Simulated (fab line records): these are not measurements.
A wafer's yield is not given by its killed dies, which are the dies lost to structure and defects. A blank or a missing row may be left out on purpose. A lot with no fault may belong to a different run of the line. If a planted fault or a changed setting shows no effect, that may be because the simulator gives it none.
Which tool did it? || flow gf180mcu || Sampling: 11 lots, 33 wafers, 6 of 602 route steps

WHAT EACH GAUGE READ, for each wafer
GF_LVPWELL_TW_MEAS_11.
{"lot": "L608", "measured": "day 4 14:17", "on": "film_metro-01", "LVPWELL_TW": "565 566 564"}
{"lot": "L612", "measured": "day 5 01:41", "on": "film_metro-03", "LVPWELL_TW": "557 556 559"}
{"lot": "L614", "measured": "day 5 13:53", "on": "film_metro-02", "LVPWELL_TW": "564 562 564"}
{"lot": "L613", "measured": "day 5 13:57", "on": "film_metro-02", "LVPWELL_TW": "560 562 559"}
{"lot": "L617", "measured": "day 6 02:02", "on": "film_metro-01", "LVPWELL_TW": "584 584 585"}
{"lot": "L619", "measured": "day 6 13:09", "on": "film_metro-02", "LVPWELL_TW": "583 582 584"}
{"lot": "L621", "measured": "day 6 23:14", "on": "film_metro-01", "LVPWELL_TW": "566 563 564"}
{"lot": "L626", "measured": "day 8 00:50", "on": "film_metro-03", "LVPWELL_TW": "554 559 555"}
{"lot": "L628", "measured": "day 8 12:30", "on": "film_metro-01", "LVPWELL_TW": "565 565 567"}
{"lot": "L630", "measured": "day 8 21:59", "on": "film_metro-03", "LVPWELL_TW": "556 557 553"}
{"lot": "L631", "measured": "day 9 03:16", "on": "film_metro-03", "LVPWELL_TW": "558 559 555"}

GF_VT_IMPLANT_RS_MEAS_48: a four-point-probe measurement.
{"lot": "L608", "measured": "day 8 08:17", "on": "film_metro-01", "LVPWELL_RS (ohm/sq)": "1191 1187 1189"}
{"lot": "L612", "measured": "day 8 23:11", "on": "film_metro-03", "LVPWELL_RS (ohm/sq)": "1194 1189 1188"}
{"lot": "L614", "measured": "day 9 10:46", "on": "film_metro-01", "LVPWELL_RS (ohm/sq)": "1195 1193 1196"}
{"lot": "L613", "measured": "day 9 11:16", "on": "film_metro-01", "LVPWELL_RS (ohm/sq)": "1198 1198 1199"}
{"lot": "L617", "measured": "day 10 02:14", "on": "film_metro-02", "LVPWELL_RS (ohm/sq)": "1117 1117 1118"}
{"lot": "L619", "measured": "day 10 15:27", "on": "film_metro-02", "LVPWELL_RS (ohm/sq)": "1117 1118 1116"}
{"lot": "L621", "measured": "day 11 04:04", "on": "film_metro-02", "LVPWELL_RS (ohm/sq)": "1196 1196 1197"}
{"lot": "L626", "measured": "day 12 08:47", "on": "film_metro-02", "LVPWELL_RS (ohm/sq)": "1194 1189 1193"}
{"lot": "L628", "measured": "day 13 00:42", "on": "film_metro-02", "LVPWELL_RS (ohm/sq)": "1195 1198 1200"}
{"lot": "L630", "measured": "day 13 11:42", "on": "film_metro-02", "LVPWELL_RS (ohm/sq)": "1201 1198 1197"}
{"lot": "L631", "measured": "day 13 17:41", "on": "film_metro-01", "LVPWELL_RS (ohm/sq)": "1197 1194 1192"}

WHAT TOOL EACH LOT RAN ON (gives the tool, then ch and the chambers of the sampled wafers, and finally the start)
{"lot": "L608", "GF_STI_STRIP_15": "plasma_asher-04 ch 0, day 2 09:02", "GF_DNWELL_STRIP_08": "plasma_asher-02 ch 0,1, day 3 13:05", "GF_NWELL_STRIP_10": "plasma_asher-01 ch 0,1, day 4 00:59", "GF_LVPWELL_IMPLANT_08": "implanter-02 ch 0, day 4 13:53"}
{"lot": "L612", "GF_STI_STRIP_15": "plasma_asher-03 ch 0,1, day 3 00:55", "GF_DNWELL_STRIP_08": "plasma_asher-04 ch 0,1, day 3 22:02", "GF_NWELL_STRIP_10": "plasma_asher-03 ch 0,1, day 4 11:17", "GF_LVPWELL_IMPLANT_08": "implanter-02 ch 0, day 5 01:17"}
{"lot": "L614", "GF_STI_STRIP_15": "plasma_asher-03 ch 0,1, day 3 07:22", "GF_DNWELL_STRIP_08": "plasma_asher-04 ch 0,1, day 4 09:02", "GF_NWELL_STRIP_10": "plasma_asher-03 ch 0,1, day 4 23:07", "GF_LVPWELL_IMPLANT_08": "implanter-03 ch 0, day 5 13:29"}
{"lot": "L613", "GF_STI_STRIP_15": "plasma_asher-04 ch 0,1, day 3 08:05", "GF_DNWELL_STRIP_08": "plasma_asher-02 ch 0,1, day 4 09:23", "GF_NWELL_STRIP_10": "plasma_asher-01 ch 0,1, day 4 23:20", "GF_LVPWELL_IMPLANT_08": "implanter-02 ch 0, day 5 13:34"}
{"lot": "L617", "GF_STI_STRIP_15": "plasma_asher-04 ch 0,1, day 4 02:25", "GF_DNWELL_STRIP_08": "plasma_asher-02 ch 0,1, day 4 21:20", "GF_NWELL_STRIP_10": "plasma_asher-02 ch 0,1, day 5 11:47", "GF_LVPWELL_IMPLANT_08": "implanter-02 ch 0, day 6 01:38"}
{"lot": "L619", "GF_STI_STRIP_15": "plasma_asher-03 ch 0,1, day 4 12:11", "GF_DNWELL_STRIP_08": "plasma_asher-04 ch 0,1, day 5 07:26", "GF_NWELL_STRIP_10": "plasma_asher-02 ch 0,1, day 5 22:08", "GF_LVPWELL_IMPLANT_08": "implanter-02 ch 0, day 6 12:46"}
{"lot": "L621", "GF_STI_STRIP_15": "plasma_asher-04 ch 0,1, day 4 22:07", "GF_DNWELL_STRIP_08": "plasma_asher-04 ch 0,1, day 5 17:02", "GF_NWELL_STRIP_10": "plasma_asher-01 ch 0, day 6 07:56", "GF_LVPWELL_IMPLANT_08": "implanter-03 ch 0, day 6 22:51"}
{"lot": "L626", "GF_STI_STRIP_15": "plasma_asher-04 ch 0,1, day 5 22:01", "GF_DNWELL_STRIP_08": "plasma_asher-04 ch 0, day 6 17:05", "GF_NWELL_STRIP_10": "plasma_asher-03 ch 0,1, day 7 08:41", "GF_LVPWELL_IMPLANT_08": "implanter-04 ch 0, day 8 00:26"}
{"lot": "L628", "GF_STI_STRIP_15": "plasma_asher-04 ch 0,1, day 6 08:52", "GF_DNWELL_STRIP_08": "plasma_asher-04 ch 0,1, day 7 04:32", "GF_NWELL_STRIP_10": "plasma_asher-02 ch 0,1, day 7 20:50", "GF_LVPWELL_IMPLANT_08": "implanter-04 ch 0, day 8 12:07"}
{"lot": "L630", "GF_STI_STRIP_15": "plasma_asher-01 ch 0,1, day 6 18:37", "GF_DNWELL_STRIP_08": "plasma_asher-02 ch 0,1, day 7 13:50", "GF_NWELL_STRIP_10": "plasma_asher-01 ch 0,1, day 8 05:04", "GF_LVPWELL_IMPLANT_08": "implanter-04 ch 0, day 8 21:36"}
{"lot": "L631", "GF_STI_STRIP_15": "plasma_asher-01 ch 0,1, day 6 23:51", "GF_DNWELL_STRIP_08": "plasma_asher-04 ch 0,1, day 7 19:28", "GF_NWELL_STRIP_10": "plasma_asher-01 ch 0,1, day 8 10:40", "GF_LVPWELL_IMPLANT_08": "implanter-03 ch 0, day 9 02:54"}
- GF_STI_STRIP_15: strips in O2/N2.
- GF_DNWELL_STRIP_08: strips in O2/N2.
- GF_NWELL_STRIP_10: strips in O2/N2.
- GF_LVPWELL_IMPLANT_08

AS READ BY THE TOOLS THEMSELVES (means over the sampled wafers that have a number; for cases with no such wafer, the mark the record gives instead)
GF_STI_STRIP_15.
{"lot": "L608", "tool": "plasma_asher-04", "drypump_motor_current_A (A)": 5.5, "heater_power_w (W)": 399, "oes_product_au (a.u.)": 0.377, "platen_temp_c (C)": 250.18, "strip_time_to_endpoint_s (s)": 3.61}
{"lot": "L612", "tool": "plasma_asher-03", "drypump_motor_current_A (A)": 6.4, "heater_power_w (W)": 301, "oes_product_au (a.u.)": 0.387, "platen_temp_c (C)": 249.89, "strip_time_to_endpoint_s (s)": 3.72}
{"lot": "L614", "tool": "plasma_asher-03", "drypump_motor_current_A (A)": 6.4, "heater_power_w (W)": 301, "oes_product_au (a.u.)": 0.381, "platen_temp_c (C)": 250.05, "strip_time_to_endpoint_s (s)": 3.64}
{"lot": "L613", "tool": "plasma_asher-04", "drypump_motor_current_A (A)": 5.7, "heater_power_w (W)": 377, "oes_product_au (a.u.)": 0.380, "platen_temp_c (C)": 250.12, "strip_time_to_endpoint_s (s)": 3.72}
{"lot": "L617", "tool": "plasma_asher-04", "drypump_motor_current_A (A)": 5.7, "heater_power_w (W)": 371, "oes_product_au (a.u.)": 0.383, "platen_temp_c (C)": 249.88, "strip_time_to_endpoint_s (s)": 3.70}
{"lot": "L619", "tool": "plasma_asher-03", "drypump_motor_current_A (A)": 6.3, "heater_power_w (W)": 298, "oes_product_au (a.u.)": 0.379, "platen_temp_c (C)": 249.90, "strip_time_to_endpoint_s (s)": 3.62}
{"lot": "L621", "tool": "plasma_asher-04", "drypump_motor_current_A (A)": 5.7, "heater_power_w (W)": 375, "oes_product_au (a.u.)": 0.380, "platen_temp_c (C)": 250.11, "strip_time_to_endpoint_s (s)": 3.63}
{"lot": "L626", "tool": "plasma_asher-04", "drypump_motor_current_A (A)": 5.7, "heater_power_w (W)": 374, "oes_product_au (a.u.)": 0.387, "platen_temp_c (C)": 250.07, "strip_time_to_endpoint_s (s)": 3.71}
{"lot": "L628", "tool": "plasma_asher-04", "drypump_motor_current_A (A)": 5.7, "heater_power_w (W)": 372, "oes_product_au (a.u.)": 0.381, "platen_temp_c (C)": 250.05, "strip_time_to_endpoint_s (s)": 3.69}
{"lot": "L630", "tool": "plasma_asher-01", "drypump_motor_current_A (A)": 5.6, "heater_power_w (W)": 307, "oes_product_au (a.u.)": 0.381, "platen_temp_c (C)": 250.37, "strip_time_to_endpoint_s (s)": 3.63}
{"lot": "L631", "tool": "plasma_asher-01", "drypump_motor_current_A (A)": 5.5, "heater_power_w (W)": 314, "oes_product_au (a.u.)": 0.381, "platen_temp_c (C)": 250.20, "strip_time_to_endpoint_s (s)": 3.69}

GF_DNWELL_STRIP_08.
{"lot": "L608", "tool": "plasma_asher-02", "drypump_motor_current_A (A)": 5.4, "heater_power_w (W)": 311, "oes_product_au (a.u.)": 0.719, "platen_temp_c (C)": 249.98, "strip_time_to_endpoint_s (s)": 37.06}
{"lot": "L612", "tool": "plasma_asher-04", "drypump_motor_current_A (A)": 6.0, "heater_power_w (W)": 338, "oes_product_au (a.u.)": 0.725, "platen_temp_c (C)": 249.92, "strip_time_to_endpoint_s (s)": 36.96}
{"lot": "L614", "tool": "plasma_asher-04", "drypump_motor_current_A (A)": 5.8, "heater_power_w (W)": 373, "oes_product_au (a.u.)": 0.723, "platen_temp_c (C)": 249.89, "strip_time_to_endpoint_s (s)": 37.07}
{"lot": "L613", "tool": "plasma_asher-02", "drypump_motor_current_A (A)": 5.4, "heater_power_w (W)": 324, "oes_product_au (a.u.)": 0.722, "platen_temp_c (C)": 250.25, "strip_time_to_endpoint_s (s)": 36.80}
{"lot": "L617", "tool": "plasma_asher-02", "drypump_motor_current_A (A)": 5.4, "heater_power_w (W)": 316, "oes_product_au (a.u.)": 0.720, "platen_temp_c (C)": 249.94, "strip_time_to_endpoint_s (s)": 36.91}
{"lot": "L619", "tool": "plasma_asher-04", "drypump_motor_current_A (A)": 5.7, "heater_power_w (W)": 367, "oes_product_au (a.u.)": 0.719, "platen_temp_c (C)": 250.07, "strip_time_to_endpoint_s (s)": 36.95}
{"lot": "L621", "tool": "plasma_asher-04", "drypump_motor_current_A (A)": 6.0, "heater_power_w (W)": 337, "oes_product_au (a.u.)": 0.729, "platen_temp_c (C)": 250.04, "strip_time_to_endpoint_s (s)": 36.82}
{"lot": "L626", "tool": "plasma_asher-04", "drypump_motor_current_A (A)": 5.5, "heater_power_w (W)": 401, "oes_product_au (a.u.)": 0.719, "platen_temp_c (C)": 250.16, "strip_time_to_endpoint_s (s)": 36.94}
{"lot": "L628", "tool": "plasma_asher-04", "drypump_motor_current_A (A)": 5.7, "heater_power_w (W)": 372, "oes_product_au (a.u.)": 0.722, "platen_temp_c (C)": 250.06, "strip_time_to_endpoint_s (s)": 36.97}
{"lot": "L630", "tool": "plasma_asher-02", "drypump_motor_current_A (A)": 5.4, "heater_power_w (W)": 307, "oes_product_au (a.u.)": 0.722, "platen_temp_c (C)": 249.98, "strip_time_to_endpoint_s (s)": 37.09}
{"lot": "L631", "tool": "plasma_asher-04", "drypump_motor_current_A (A)": 6.0, "heater_power_w (W)": 337, "oes_product_au (a.u.)": 0.723, "platen_temp_c (C)": 249.84, "strip_time_to_endpoint_s (s)": 36.75}

GF_NWELL_STRIP_10.
{"lot": "L608", "tool": "plasma_asher-01", "drypump_motor_current_A (A)": 5.6, "heater_power_w (W)": 316, "oes_product_au (a.u.)": 0.721, "platen_temp_c (C)": 250.22, "strip_time_to_endpoint_s (s)": 36.90}
{"lot": "L612", "tool": "plasma_asher-03", "drypump_motor_current_A (A)": 6.3, "heater_power_w (W)": 295, "oes_product_au (a.u.)": 0.724, "platen_temp_c (C)": 249.83, "strip_time_to_endpoint_s (s)": 37.07}
{"lot": "L614", "tool": "plasma_asher-03", "drypump_motor_current_A (A)": 6.3, "heater_power_w (W)": 297, "oes_product_au (a.u.)": 0.720, "platen_temp_c (C)": 250.26, "strip_time_to_endpoint_s (s)": 37.06}
{"lot": "L613", "tool": "plasma_asher-01", "drypump_motor_current_A (A)": 5.5, "heater_power_w (W)": 314, "oes_product_au (a.u.)": 0.721, "platen_temp_c (C)": 249.94, "strip_time_to_endpoint_s (s)": 37.00}
{"lot": "L617", "tool": "plasma_asher-02", "drypump_motor_current_A (A)": 5.4, "heater_power_w (W)": 320, "oes_product_au (a.u.)": 0.721, "platen_temp_c (C)": 250.04, "strip_time_to_endpoint_s (s)": 36.88}
{"lot": "L619", "tool": "plasma_asher-02", "drypump_motor_current_A (A)": 5.5, "heater_power_w (W)": 310, "oes_product_au (a.u.)": 0.722, "platen_temp_c (C)": 250.03, "strip_time_to_endpoint_s (s)": 37.01}
{"lot": "L621", "tool": "plasma_asher-01", "drypump_motor_current_A (A)": 5.4, "heater_power_w (W)": 311, "oes_product_au (a.u.)": 0.724, "platen_temp_c (C)": 250.14, "strip_time_to_endpoint_s (s)": 37.05}
{"lot": "L626", "tool": "plasma_asher-03", "drypump_motor_current_A (A)": 6.4, "heater_power_w (W)": 289, "oes_product_au (a.u.)": 0.719, "platen_temp_c (C)": 249.86, "strip_time_to_endpoint_s (s)": 36.96}
{"lot": "L628", "tool": "plasma_asher-02", "drypump_motor_current_A (A)": 5.5, "heater_power_w (W)": 312, "oes_product_au (a.u.)": 0.724, "platen_temp_c (C)": 249.96, "strip_time_to_endpoint_s (s)": 36.95}
{"lot": "L630", "tool": "plasma_asher-01", "drypump_motor_current_A (A)": 5.5, "heater_power_w (W)": 319, "oes_product_au (a.u.)": 0.721, "platen_temp_c (C)": 250.05, "strip_time_to_endpoint_s (s)": 36.91}
{"lot": "L631", "tool": "plasma_asher-01", "drypump_motor_current_A (A)": 5.5, "heater_power_w (W)": 313, "oes_product_au (a.u.)": 0.721, "platen_temp_c (C)": 249.95, "strip_time_to_endpoint_s (s)": 37.04}

GF_LVPWELL_IMPLANT_08.
{"lot": "L608", "tool": "implanter-02", "beam_on_s (s)": 9.88, "faraday_current_uA": 85.7}
{"lot": "L612", "tool": "implanter-02", "beam_on_s (s)": 9.76, "faraday_current_uA": 86.5}
{"lot": "L614", "tool": "implanter-03", "beam_on_s (s)": 10.03, "faraday_current_uA": 84.5}
{"lot": "L613", "tool": "implanter-02", "beam_on_s (s)": 10.12, "faraday_current_uA": 83.7}
{"lot": "L617", "tool": "implanter-02", "beam_on_s (s)": 11.40, "faraday_current_uA": 74.3}
{"lot": "L619", "tool": "implanter-02", "beam_on_s (s)": 11.58, "faraday_current_uA": 73.1}
{"lot": "L621", "tool": "implanter-03", "beam_on_s (s)": 9.92, "faraday_current_uA": 85.3}
{"lot": "L626", "tool": "implanter-04", "beam_on_s (s)": 9.82, "faraday_current_uA": 86.1}
{"lot": "L628", "tool": "implanter-04", "beam_on_s (s)": 10.01, "faraday_current_uA": 84.5}
{"lot": "L630", "tool": "implanter-04", "beam_on_s (s)": 10.00, "faraday_current_uA": 84.6}
{"lot": "L631", "tool": "implanter-03", "beam_on_s (s)": 10.05, "faraday_current_uA": 84.3}

THE ANSWER, worked out from the rows above alone
Rule: what is usual is taken from the lots themselves. The widest of any qualifying gaps counts: lots, ordered by their means at a reading, are off when they make up no more than a third of the lots, leave a main group of 4 or more, and stand apart from it by 3 or more times the standard deviation of that group's means. If all means in a main group match to the digits the tables above print for the reading, that group is not used. A lot without any number at a reading at which 4 lots or more have one is off too. Any other lot the step has rows for is counted as sound. After the gauges, taken in route order, come the tools' own readings; for these a lot's mean is taken, as printed above. At the first step where some lot is off, the reading lying furthest off is the one used; lots without a number count as furthest.
Off: L617, L619, seen at GF_LVPWELL_TW_MEAS_11 (LVPWELL_TW). Main group: mean 561, sd 3.9.
A tool fits if, at a process step before that reading, it ran every lot that is off, and no sound lot after the first of them. Not tried: the gauges at GF_LVPWELL_TW_MEAS_11; whatever is off there is also off at GF_LVPWELL_IMPLANT_08, on other tools, and gauge error can't account for it. One fits: implanter-02 at GF_LVPWELL_IMPLANT_08. Its last sound lot is L613 (day 5 13:34), its first lot that is off L617 (day 6 01:38): a fault that began between those two fits.
The tool's own readings at GF_LVPWELL_IMPLANT_08 bear it out: on the lots that are off they differ by more than 5 times the standard deviation of the sound lots' means. beam_on_s reads 11.49 s there against 9.95 s on the sound lots; faraday_current_uA reads 73.7 there against 85.0 on the sound lots.

WHAT THE SIMULATOR HAD PUT IN
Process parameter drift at GF_LVPWELL_IMPLANT_08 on implanter-02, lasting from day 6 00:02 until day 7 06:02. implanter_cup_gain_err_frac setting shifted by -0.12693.
Struck lots among those shown: L617, L619. This agrees with what the rule above found.
